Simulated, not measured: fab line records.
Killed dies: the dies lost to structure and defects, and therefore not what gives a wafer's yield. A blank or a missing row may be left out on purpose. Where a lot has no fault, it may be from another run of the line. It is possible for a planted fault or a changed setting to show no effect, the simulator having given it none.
fab line records + flow sky130
record
- lots=11
- wafers=33
- lastDay=50
route steps=708 shown VIA2@523 METAL3@533 CAPM@539 PAD_OPEN@708
lots with no fault: from the same line, run without faults
startH: hours from the record's opening day to when the first of the lot's shown wafers began + waitH: hours since the lot's step before + " the same as in the row above + L1.1+2: a single row standing in for several wafers + - either no value or no given start + * or withheld: withheld + < > ~ a bound
route shown NAME@n: names a module that has steps shown in the file, with the first one's number in the route + usual: average and standard deviation across the fault-free wafers + same: alike in all rows + chamber/n: place in a boat + sites: the reading at each site + _std_site: how widely they spread, as a standard deviation + _edge_site: outer sites' mean less inner sites' + radiusMm: how far each site lies from the wafer's centre + mask NAME#n: copy n + behind: the most recent tool/chamber to have shaped the wafer + hold: cause of the lot's hold/its duration in hours/its outcome + device: the transistor (n, p or np) that didn't switch + end of line: the route-end tests of the same wafers + a step with no rows: only its recipe + killed: count of dies lost to structure and defects at first sort (not the wafer's yield) + map: per-die view of a wafer (x killed, . not killed, _ where there is no die)
set.NAME: the setting as run; set.NAME@STEP: as run at that earlier step + model.NAME: the simulator's own value behind a step, which no gauge read
route steps across a sampled set of lots; one table per step, one row per wafer
services: a tool's chamber out of use, with start hour (startH, from the record's first day; less than 0 if before it), hours out, and reason
## steps
# step SKY_VIA2_STRIP_16
# recipe
- chemistry=O2/N2
- powerW=1400
- pressureMtorr=1500
- platenTempC=withheld
- o2FlowSccm=3000
- n2FlowSccm=300
- overashFraction=0.5
# usual
- drypumpMotorCurrentA=5.88/0.23
- oesProductAu=0.398/0.0045
- stripTimeToEndpointS=4.056/0.028
| lot.wafer | tool           | chamber | startH  | waitH | drypumpMotorCurrentA | oesProductAu | rfHoursCounterH | stripTimeToEndpointS |
|-----------|----------------|---------|---------|-------|----------------------|--------------|-----------------|----------------------|
| L150.1    | plasmaAsher-04 | 0       | 841.32  | 0.0   | 5.91                 | 0.403        | 71              | 4.096                |
| L150.2    | "              | 1       | "       | "     | 5.91                 | 0.404        | 71              | 4.032                |
| L150.6    | "              | 1       | "       | "     | 5.91                 | 0.398        | -               | 4.037                |
| L149.1    | plasmaAsher-01 | 0       | 845.57  | 0.0   | 5.62                 | 0.397        | 38              | 4.066                |
| L149.3    | "              | 1       | "       | "     | 5.72                 | 0.394        | -               | 4.016                |
| L149.5    | "              | 1       | "       | "     | 5.70                 | 0.399        | -               | 4.043                |
| L151.2    | plasmaAsher-03 | 1       | 855.16  | 0.0   | 6.26                 | 0.403        | 108             | 4.068                |
| L151.5    | "              | 0       | "       | "     | 5.62                 | 0.400        | -               | 4.049                |
| L151.6    | "              | 1       | "       | "     | 6.27                 | 0.386        | -               | 4.018                |
| L153.1    | plasmaAsher-03 | 1       | 877.95  | 0.0   | 6.26                 | 0.388        | 110             | 4.047                |
| L153.2    | "              | 0       | "       | "     | 5.62                 | 0.402        | 110             | 4.087                |
| L153.3    | "              | 1       | "       | "     | 6.26                 | 0.400        | -               | 4.089                |
| L159.3    | plasmaAsher-04 | 1       | 921.79  | 0.1   | 5.93                 | 0.399        | -               | 4.056                |
| L159.5    | "              | 1       | "       | "     | 5.91                 | 0.400        | -               | 4.072                |
| L159.6    | "              | 0       | "       | "     | 5.95                 | 0.397        | -               | 4.079                |
| L160.1    | plasmaAsher-04 | 1       | 930.12  | 0.0   | 5.95                 | 0.392        | 80              | 4.052                |
| L160.2    | "              | 0       | "       | "     | 5.93                 | 0.404        | 80              | 4.054                |
| L160.3    | "              | 0       | "       | "     | 5.90                 | 0.395        | -               | 4.017                |
| L165.2    | plasmaAsher-04 | 1       | 959.81  | 0.0   | 5.94                 | 0.400        | 83              | 4.064                |
| L165.3    | "              | 0       | "       | "     | 5.95                 | 0.399        | -               | 4.082                |
| L165.5    | "              | 0       | "       | "     | 5.93                 | 0.394        | -               | 4.038                |
| L167.1    | plasmaAsher-04 | 0       | 966.86  | 0.0   | 5.88                 | 0.406        | 84              | 4.053                |
| L167.3    | "              | 1       | "       | "     | 5.90                 | 0.400        | -               | 4.067                |
| L167.5    | "              | 0       | "       | "     | 5.92                 | 0.394        | -               | 4.040                |
| L169.1    | plasmaAsher-03 | 0       | 993.71  | 0.0   | 5.60                 | 0.403        | 122             | 4.086                |
| L169.2    | "              | 1       | "       | "     | 6.26                 | 0.405        | 122             | 4.091                |
| L169.5    | "              | 1       | "       | "     | 6.26                 | 0.398        | -               | 4.102                |
| L170.1    | plasmaAsher-03 | 0       | 1005.21 | 0.0   | 5.57                 | 0.398        | 123             | 4.055                |
| L170.2    | "              | 1       | "       | "     | 6.25                 | 0.401        | 123             | 4.085                |
| L170.3    | "              | 0       | "       | "     | 5.59                 | 0.408        | -               | 4.048                |
| L172.2    | plasmaAsher-01 | 1       | 1010.11 | 0.0   | 5.74                 | 0.392        | 54              | 4.012                |
| L172.3    | "              | 0       | "       | "     | 5.61                 | 0.396        | -               | 4.093                |
| L172.6    | "              | 0       | "       | "     | 5.61                 | 0.406        | -               | 4.070                |
# step SKY_METAL3_SPUTTER_01
# recipe
- material=TiN
- targetThkNm=20
- powerW=6500
- timeS=16.7
- chamberPressurePa=0.4
# usual
- throttleValvePct=29.9/0.7
| lot.wafer | tool          | chamber | startH  | waitH | throttleValvePct |
|-----------|---------------|---------|---------|-------|------------------|
| L150.1    | pvdSputter-02 | -       | 842.69  | 0.0   | 30.1             |
| L150.2    | "             | -       | "       | "     | 29.7             |
| L150.6    | "             | -       | "       | "     | 29.2             |
| L149.1    | pvdSputter-02 | -       | 846.87  | 0.0   | 30.5             |
| L149.3    | "             | -       | "       | "     | 29.7             |
| L149.5    | "             | -       | "       | "     | 29.0             |
| L151.2    | pvdSputter-03 | -       | 856.48  | 0.0   | 31.3             |
| L151.5    | "             | -       | "       | "     | 31.1             |
| L151.6    | "             | -       | "       | "     | 29.2             |
| L153.1    | pvdSputter-02 | -       | 879.28  | 0.0   | 29.7             |
| L153.2    | "             | -       | "       | "     | 29.1             |
| L153.3    | "             | -       | "       | "     | 30.4             |
| L159.3    | pvdSputter-03 | -       | 923.49  | 0.0   | 31.3             |
| L159.5    | "             | -       | "       | "     | 31.2             |
| L159.6    | "             | -       | "       | "     | 30.1             |
| L160.1    | pvdSputter-02 | -       | 931.53  | 0.0   | 29.8             |
| L160.2    | "             | -       | "       | "     | 30.5             |
| L160.3    | "             | -       | "       | "     | 28.9             |
| L165.2    | pvdSputter-04 | -       | 961.14  | 0.0   | 29.7             |
| L165.3    | "             | -       | "       | "     | 29.6             |
| L165.5    | "             | -       | "       | "     | 29.8             |
| L167.1    | pvdSputter-03 | -       | 968.15  | 0.0   | 31.1             |
| L167.3    | "             | -       | "       | "     | 29.5             |
| L167.5    | "             | -       | "       | "     | 30.2             |
| L169.1    | pvdSputter-02 | -       | 995.01  | 0.0   | 29.1             |
| L169.2    | "             | -       | "       | "     | 29.2             |
| L169.5    | "             | -       | "       | "     | 29.5             |
| L170.1    | pvdSputter-02 | -       | 1006.57 | 0.0   | 29.0             |
| L170.2    | "             | -       | "       | "     | 29.5             |
| L170.3    | "             | -       | "       | "     | 30.9             |
| L172.2    | pvdSputter-03 | -       | 1011.57 | 0.0   | 30.1             |
| L172.3    | "             | -       | "       | "     | 31.1             |
| L172.6    | "             | -       | "       | "     | 29.8             |
# step SKY_CAPM_SPUTTER_02
# recipe
- material=TiN
- targetThkNm=200
- tempC=300
- powerW=6500
- timeS=166.7
- chamberPressurePa=0.4
# usual
- throttleValvePct=29.9/0.52
| lot.wafer | tool          | chamber | startH  | waitH | throttleValvePct |
|-----------|---------------|---------|---------|-------|------------------|
| L150.1    | pvdSputter-01 | -       | 842.91  | 0.1   | 30.2             |
| L150.2    | "             | -       | "       | "     | 29.0             |
| L150.6    | "             | -       | "       | "     | 30.1             |
| L149.1    | pvdSputter-03 | -       | 847.09  | 0.1   | 29.5             |
| L149.3    | "             | -       | "       | "     | 29.8             |
| L149.5    | "             | -       | "       | "     | 30.3             |
| L151.2    | pvdSputter-01 | -       | 856.69  | 0.0   | 29.9             |
| L151.5    | "             | -       | "       | "     | 30.1             |
| L151.6    | "             | -       | "       | "     | 29.9             |
| L153.1    | pvdSputter-04 | -       | 879.49  | 0.1   | 30.4             |
| L153.2    | "             | -       | "       | "     | 29.8             |
| L153.3    | "             | -       | "       | "     | 29.6             |
| L159.3    | pvdSputter-04 | -       | 923.70  | 0.0   | 29.7             |
| L159.5    | "             | -       | "       | "     | 30.0             |
| L159.6    | "             | -       | "       | "     | 29.7             |
| L160.1    | pvdSputter-04 | -       | 931.74  | 0.1   | 29.9             |
| L160.2    | "             | -       | "       | "     | 30.4             |
| L160.3    | "             | -       | "       | "     | 30.5             |
| L165.2    | pvdSputter-03 | -       | 961.36  | 0.0   | 29.1             |
| L165.3    | "             | -       | "       | "     | 29.8             |
| L165.5    | "             | -       | "       | "     | 30.5             |
| L167.1    | pvdSputter-04 | -       | 968.36  | 0.1   | 30.1             |
| L167.3    | "             | -       | "       | "     | 30.0             |
| L167.5    | "             | -       | "       | "     | 30.4             |
| L169.1    | pvdSputter-04 | -       | 995.22  | 0.1   | 29.7             |
| L169.2    | "             | -       | "       | "     | 30.2             |
| L169.5    | "             | -       | "       | "     | 29.7             |
| L170.1    | pvdSputter-03 | -       | 1006.78 | 0.1   | 29.5             |
| L170.2    | "             | -       | "       | "     | 31.1             |
| L170.3    | "             | -       | "       | "     | 29.8             |
| L172.2    | pvdSputter-01 | -       | 1011.78 | 0.0   | 28.8             |
| L172.3    | "             | -       | "       | "     | 29.8             |
| L172.6    | "             | -       | "       | "     | 29.7             |
# step SKY_METAL3_ETCH_16
# recipe
- chemistry=N2/H2
- target=BARC
- ionEnergyEv=200
- biasW=100
- pressureMtorr=30
- n2FlowSccm=100
- h2FlowSccm=200
- icpW=500
- stopOn=SiO2
- timeS=88.2
- targetDepthA=600
# usual
- drypumpMotorCurrentA=5.7/0.39
- h2FlowSccm=200.0/0.51
- oesProductAu=0.626/0.0047
- runLengthS=116.6/0.39
- throttleValvePct=13.206/0.0089
| lot.wafer | tool        | chamber | startH  | waitH | drypumpMotorCurrentA | h2FlowSccm | oesProductAu | rfHoursCounterH | runLengthS | throttleValvePct |
|-----------|-------------|---------|---------|-------|----------------------|------------|--------------|-----------------|------------|------------------|
| L150.1    | rieMetal-02 | 0       | 895.86  | 0.0   | 6.2                  | 199.2      | 0.620        | 1               | 116.7      | 13.202           |
| L150.2    | "           | 1       | "       | "     | 5.5                  | 200.7      | 0.622        | 17              | 116.1      | 13.205           |
| L150.6    | "           | 0       | "       | "     | 6.2                  | 199.6      | 0.628        | -               | 117.2      | 13.201           |
| L149.1    | rieMetal-02 | 0       | 898.64  | 0.0   | 6.2                  | 201.0      | 0.631        | 2               | 117.1      | 13.197           |
| L149.3    | "           | 0       | "       | "     | 6.2                  | 200.8      | 0.630        | -               | 116.8      | 13.199           |
| L149.5    | "           | 0       | "       | "     | 6.2                  | 200.3      | 0.622        | -               | 116.7      | 13.204           |
| L151.2    | rieMetal-02 | 0       | 907.96  | 0.0   | 6.2                  | 200.4      | 0.621        | 2               | 116.8      | 13.207           |
| L151.5    | "           | 0       | "       | "     | 6.2                  | 200.4      | 0.624        | -               | 116.6      | 13.214           |
| L151.6    | "           | 1       | "       | "     | 5.5                  | 200.9      | 0.619        | -               | 116.4      | 13.192           |
| L153.1    | rieMetal-02 | 0       | 931.01  | 0.0   | 6.2                  | 200.4      | 0.621        | 3               | 117.2      | 13.218           |
| L153.2    | "           | 1       | "       | "     | 5.5                  | 199.9      | 0.625        | 0               | 116.6      | 13.224           |
| L153.3    | "           | 0       | "       | "     | 6.2                  | 200.1      | 0.615        | -               | 117.4      | 13.192           |
| L159.3    | rieMetal-02 | 1       | 973.11  | 0.0   | 5.5                  | 199.6      | 0.592        | -               | 129.9      | 13.195           |
| L159.5    | "           | 0       | "       | "     | 6.2                  | 200.0      | 0.595        | -               | 130.7      | 13.203           |
| L159.6    | "           | 1       | "       | "     | 5.5                  | 200.2      | 0.602        | -               | 129.8      | 13.184           |
| L160.1    | rieMetal-02 | 1       | 981.66  | 0.0   | 5.5                  | 200.1      | 0.586        | 3               | 129.9      | 13.194           |
| L160.2    | "           | 0       | "       | "     | 6.2                  | 199.6      | 0.590        | 6               | 130.5      | 13.197           |
| L160.3    | "           | 1       | "       | "     | 5.5                  | 199.4      | 0.581        | -               | 129.9      | 13.201           |
| L165.2    | rieMetal-01 | 0       | 1008.56 | 0.0   | 5.5                  | 200.2      | 0.626        | 16              | 116.6      | 13.212           |
| L165.3    | "           | 0       | "       | "     | 5.4                  | 200.1      | 0.633        | -               | 116.6      | 13.202           |
| L165.5    | "           | 0       | "       | "     | 5.5                  | 199.4      | 0.628        | -               | 116.4      | 13.219           |
| L167.1    | rieMetal-04 | 1       | 1016.64 | 0.0   | 6.0                  | 200.4      | 0.628        | 18              | 116.0      | 13.207           |
| L167.3    | "           | 0       | "       | "     | 5.1                  | 199.1      | 0.635        | -               | 116.8      | 13.194           |
| L167.5    | "           | 0       | "       | "     | 5.1                  | 200.1      | 0.635        | -               | 116.7      | 13.192           |
| L169.1    | rieMetal-01 | 0       | 1041.48 | 0.0   | 5.5                  | 199.7      | 0.626        | 18              | 116.5      | 13.207           |
| L169.2    | "           | 1       | "       | "     | 5.7                  | 200.1      | 0.635        | 20              | 117.1      | 13.188           |
| L169.5    | "           | 1       | "       | "     | 5.7                  | 199.6      | 0.620        | -               | 117.3      | 13.193           |
| L170.1    | rieMetal-04 | 0       | 1053.33 | 0.0   | 5.1                  | 199.5      | 0.621        | 9               | 116.4      | 13.215           |
| L170.2    | "           | 1       | "       | "     | 6.0                  | 200.4      | 0.623        | 20              | 116.3      | 13.195           |
| L170.3    | "           | 1       | "       | "     | 6.0                  | 200.4      | 0.620        | -               | 116.1      | 13.214           |
| L172.2    | rieMetal-02 | 0       | 1058.14 | 0.0   | 6.2                  | 200.4      | 0.628        | 10              | 116.8      | 13.216           |
| L172.3    | "           | 0       | "       | "     | 6.2                  | 200.6      | 0.622        | -               | 117.0      | 13.214           |
| L172.6    | "           | 0       | "       | "     | 6.2                  | 199.3      | 0.628        | -               | 117.0      | 13.199           |
# step SKY_METAL3_ETCH_17
# recipe
- target=SiO2
- stopOn=TiN
- chemistry=C4F8/O2/Ar
- sourceW=1500
- biasW=1200
- pressureMtorr=40
- c4f8FlowSccm=withheld
- O2_flow_sccm=6
- Ar_flow_sccm=300
- timeS=3.9
- targetDepthA=150
# usual
- oesProductAu=0.754/0.007
| lot.wafer | tool       | chamber | startH  | waitH | oesProductAu | rfHoursCounterH |
|-----------|------------|---------|---------|-------|--------------|-----------------|
| L150.1    | rieDiel-02 | 2       | 895.96  | 0.1   | 0.748        | 18              |
| L150.2    | "          | 1       | "       | "     | 0.754        | 17              |
| L150.6    | "          | 0       | "       | "     | 0.755        | -               |
| L149.1    | rieDiel-01 | 0       | 898.74  | 0.1   | 0.747        | 18              |
| L149.3    | "          | 1       | "       | "     | 0.750        | 12              |
| L149.5    | "          | 1       | "       | "     | 0.746        | -               |
| L151.2    | rieDiel-01 | 3       | 908.06  | 0.1   | 0.756        | 23              |
| L151.5    | "          | 0       | "       | "     | 0.756        | -               |
| L151.6    | "          | 1       | "       | "     | 0.756        | -               |
| L153.1    | rieDiel-03 | 0       | 931.11  | 0.1   | 0.750        | 20              |
| L153.2    | "          | 2       | "       | "     | 0.741        | 6               |
| L153.3    | "          | 3       | "       | "     | 0.752        | 10              |
| L159.3    | rieDiel-03 | 0       | 973.18  | 0.0   | 0.740        | 21              |
| L159.5    | "          | 2       | "       | "     | 0.737        | -               |
| L159.6    | "          | 3       | "       | "     | 0.742        | -               |
| L160.1    | rieDiel-01 | 0       | 981.76  | 0.1   | 0.733        | 21              |
| L160.2    | "          | 3       | "       | "     | 0.736        | 25              |
| L160.3    | "          | 1       | "       | "     | 0.733        | 15              |
| L165.2    | rieDiel-02 | 0       | 1008.66 | 0.1   | 0.756        | 16              |
| L165.3    | "          | 3       | "       | "     | 0.757        | 24              |
| L165.5    | "          | 2       | "       | "     | 0.769        | -               |
| L167.1    | rieDiel-02 | 0       | 1016.74 | 0.1   | 0.753        | 16              |
| L167.3    | "          | 1       | "       | "     | 0.741        | 21              |
| L167.5    | "          | 2       | "       | "     | 0.756        | -               |
| L169.1    | rieDiel-01 | 3       | 1041.58 | 0.1   | 0.762        | 27              |
| L169.2    | "          | 1       | "       | "     | 0.754        | 17              |
| L169.5    | "          | 3       | "       | "     | 0.769        | -               |
| L170.1    | rieDiel-01 | 2       | 1053.43 | 0.1   | 0.748        | 20              |
| L170.2    | "          | 0       | "       | "     | 0.746        | 22              |
| L170.3    | "          | 3       | "       | "     | 0.753        | 27              |
| L172.2    | rieDiel-03 | 2       | 1058.24 | 0.1   | 0.749        | 11              |
| L172.3    | "          | 3       | "       | "     | 0.756        | 13              |
| L172.6    | "          | 1       | "       | "     | 0.745        | -               |
# step SKY_PAD_OPEN_PROBE_99
# usual
- defectLimitedYield=82.5/2.1
- killed_at_M0_to_M3=43/7.7
- killed_at_M4_up=2.9/1.9
- killedAtContacts=24/5.9
- killedAtFrontEnd=16/5.1
- killedAtOther=0.3/0.63
- killedDies=86/10
- killedOpen=47/7.6
- killedShort=39/6.8
- sort_bin_3_pad_short=0.8/0.44
- sort_bin_5_function=10.4/1.6
- sort_bin_6_memory=6.3/1.1
- sortNPass=406/10
- sortYieldPct=82.5/2.1
# same
- grossDies=492
- killedAtBackSide=0
- sort_bin_4_leakage[%]=0
- sort_bin_8_speed[%]=0
| lot.wafer | tool      | chamber | startH  | waitH | defectLimitedYield[%] | killed_at_M0_to_M3 | killed_at_M4_up | killedAtContacts | killedAtFrontEnd | killedAtOther | killedDies | killedOpen | killedShort | sort_bin_3_pad_short[%] | sort_bin_5_function[%] | sort_bin_6_memory[%] | sortNPass | sortYieldPct[%] |
|-----------|-----------|---------|---------|-------|-----------------------|--------------------|-----------------|------------------|------------------|---------------|------------|------------|-------------|-------------------------|------------------------|----------------------|-----------|-----------------|
| L165.2    | prober-01 | -       | 1161.94 | 0.1   | 82.5                  | 40                 | 4               | 26               | 16               | 0             | 86         | 43         | 43          | 1.4                     | 11.0                   | 5.1                  | 406       | 82.5            |
| L165.3    | prober-01 | -       | 1161.99 | 0.2   | 79.5                  | 42                 | 5               | 35               | 19               | 0             | 101        | 54         | 47          | 0.8                     | 13.4                   | 6.3                  | 391       | 79.5            |
| L165.5    | prober-01 | -       | 1162.09 | 0.2   | 85.0                  | 38                 | 3               | 15               | 18               | 0             | 74         | 35         | 39          | 1.0                     | 7.3                    | 6.7                  | 418       | 85.0            |
# killed by level:class
L165.2 LI_CONTACT:geometricParticle:open=12 METAL1:geometricParticle:short=7 VIA3:geometricParticle:short=6 POLY_GATE:geometricParticle:open=5 CONTACT:geometricParticle:short=5 LI_CONTACT:geometricParticle:short=4 CONTACT:geometricParticle:open=4 VIA1:geometricParticle:open=4
L165.3 CONTACT:geometricParticle:open=10 CONTACT:geometricParticle:short=9 VIA2:geometricParticle:open=9 POLY_GATE:geometricParticle:short=8 LI_CONTACT:geometricParticle:open=7 VIA1:geometricParticle:open=6 FIELD_ISO:geometricParticle:open=5 VIA1:geometricParticle:short=5
L165.5 LI_CONTACT:geometricParticle:open=7 VIA1:geometricParticle:short=6 VIA3:geometricParticle:open=6 POLY_GATE:geometricParticle:open=5 CONTACT:geometricParticle:open=5 METAL1:geometricParticle:short=5 METAL2:geometricParticle:short=5 VIA2:geometricParticle:open=4
## services
| tool           | chamber | startH  | hours | kind   |
|----------------|---------|---------|-------|--------|
| rieDiel-02     | -       | 827.03  | 2.8   | pm     |
| rieDiel-01     | -       | 834.33  | 14.6  | pm     |
| rieDiel-03     | -       | 837.37  | 0.8   | repair |
| rieDiel-02     | 1       | 852.92  | 15.3  | repair |
| rieDiel-03     | 2       | 862.82  | 3.9   | repair |
| pvdSputter-01  | -       | 871.75  | 0.5   | repair |
| rieDiel-01     | 2       | 884.37  | 3.4   | repair |
| pvdSputter-03  | -       | 887.45  | 2.3   | repair |
| pvdSputter-02  | -       | 904.63  | 8.7   | repair |
| plasmaAsher-04 | -       | 908.12  | 2.8   | pm     |
| pvdSputter-01  | -       | 916.74  | 1.0   | repair |
| rieDiel-03     | 2       | 918.66  | 5.6   | repair |
| pvdSputter-04  | -       | 953.86  | 1.9   | repair |
| rieDiel-01     | 2       | 960.45  | 14.4  | repair |
| plasmaAsher-04 | -       | 1002.08 | 1.7   | repair |
| plasmaAsher-04 | -       | 1003.76 | 15.6  | pm     |
| pvdSputter-04  | -       | 1006.84 | 6.4   | repair |
| rieDiel-01     | 0       | 1008.25 | 7.5   | repair |
| rieDiel-01     | 1       | 1009.36 | 1.3   | repair |
| rieDiel-01     | 0       | 1016.01 | 5.3   | repair |
| plasmaAsher-03 | -       | 1026.14 | 1.6   | repair |
| plasmaAsher-03 | -       | 1027.72 | 2.8   | pm     |
| rieDiel-01     | 2       | 1029.59 | 14.3  | repair |
| plasmaAsher-03 | -       | 1055.25 | 9.0   | pm     |
## key
firstSign
- step=SKY_METAL3_ETCH_16
- reading=runLengthS
- direction=up
- sigmas=34
- usual=*
- struck=*
effect
- step=SKY_METAL3_ETCH_16
- reading=oesProductAu
- direction=down
- sigmas=7.4
- usual=0.626
- struck=0.591
effect
- step=SKY_METAL3_ETCH_17
- reading=oesProductAu
- direction=down
- sigmas=2.5
- usual=0.754
- struck=0.737
metAt SKY_METAL3_ETCH_16
struckLots L159,L160
notActingAt SKY_VIA2_STRIP_16,SKY_METAL3_SPUTTER_01,SKY_CAPM_SPUTTER_02
onsetBetween 931.01 973.11
fault
- kind=processParameterDrift
- tool=rieMetal-02
- chamber=-
- onsetH=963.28
- steps=SKY_METAL3_ETCH_16
- channel=timeS
- offset=*
- shape=step
- endH=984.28
- actsIn=*
- stated=*
